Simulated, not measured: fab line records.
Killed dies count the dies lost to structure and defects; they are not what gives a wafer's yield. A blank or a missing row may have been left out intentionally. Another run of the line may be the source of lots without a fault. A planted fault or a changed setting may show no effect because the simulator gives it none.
Problem report, 8D (eight disciplines) form, completed by code ; flow gf180mcu ; the parts of the form that need people (team, actions taken, sign-off) are left out

== 1. PROBLEM STATEMENT ==
spinSpeedRpm at GF_NSD_COAT_02 reads a mean of 2797.9 rpm on 6 wafers of 2 lots; wafers without a fault read 3000.0 rpm with a standard deviation of 1.9. So: -99 or more standard deviations from the usual mean.
The step: resist thk 1000 nm.
First seen on wafer L918.1, day 19 07:47, on lithoTrack-03. The record has a number at this step for 39 wafers belonging to 13 lots. Rule for "out" (also "out of limits"): further than 4 standard deviations from the usual mean. All remaining wafers that have a number are taken as sound.

== 2. WHAT IT IS, WHAT IT ISN'T ==
question;is;is not
which readings at this step;spinSpeedRpm;-
which lots;L918, L919;L902, L903, L904, L905, L906, L907, L908, L909, L910, L921, L922
which wafers of those lots;all that have a number;-
read on which tools;lithoTrack-03;lithoTrack-01, lithoTrack-04
when;from day 19 07:47;"up to then (27 sound wafers); but 6 sound wafers of L921, L922 came after"

== 3. THE SUSPECTS, EACH WITH WHAT RULES IT OUT ==
Counting: a tool at any process step up to the reading remains a suspect when it ran all the lots that are out and ran no sound lot after the first of those.
- lithoTrack-03 at GF_NSD_COAT_02 (resist thk 1000 nm): kept. It ran every lot that is out, first L918 (day 19 07:47), and no sound lot after that; its last sound lot up to then is L907 (day 15 22:29). On those wafers its own readings are out: spinSpeedRpm.
Remaining after the count: lithoTrack-03 at GF_NSD_COAT_02.

== 4. THE CAUSE (what the simulator had put in) ==
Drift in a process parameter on lithoTrack-03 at GF_NSD_COAT_02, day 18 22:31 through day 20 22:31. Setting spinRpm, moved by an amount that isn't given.
This tool alone remained once counting was done.

== 5. SEQUENCE OF EFFECTS, ordered by route ==
Each row: a reading whose mean over the struck wafers that have a number lies more than 3 standard deviations from the usual. Only readings whose record carries a usual standard deviation are examined. hours: median over the lots of the time between each lot's start at the first step of this table that gives one and its start at this step. sigmas: the change, counted in usual standard deviations.
hours;step;reading;usual;on struck wafers;change;sigmas
0;GF_NSD_COAT_02;spinSpeedRpm;3000.0 rpm;2797.9;-202.1;-99 or more
13;GF_NSD_STRIP_11;stripTimeToEndpointS;22.96 s;23.37;+0.41;+13
The process steps in it:
- GF_NSD_COAT_02: resist thk 1000 nm.
- GF_NSD_STRIP_11: strips in O2/N2.

== 6. WHAT WOULD HAVE CAUGHT IT SOONER ==
In this record the first reading out of limits was taken at day 19 07:47, 9 hours after the fault began at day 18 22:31.
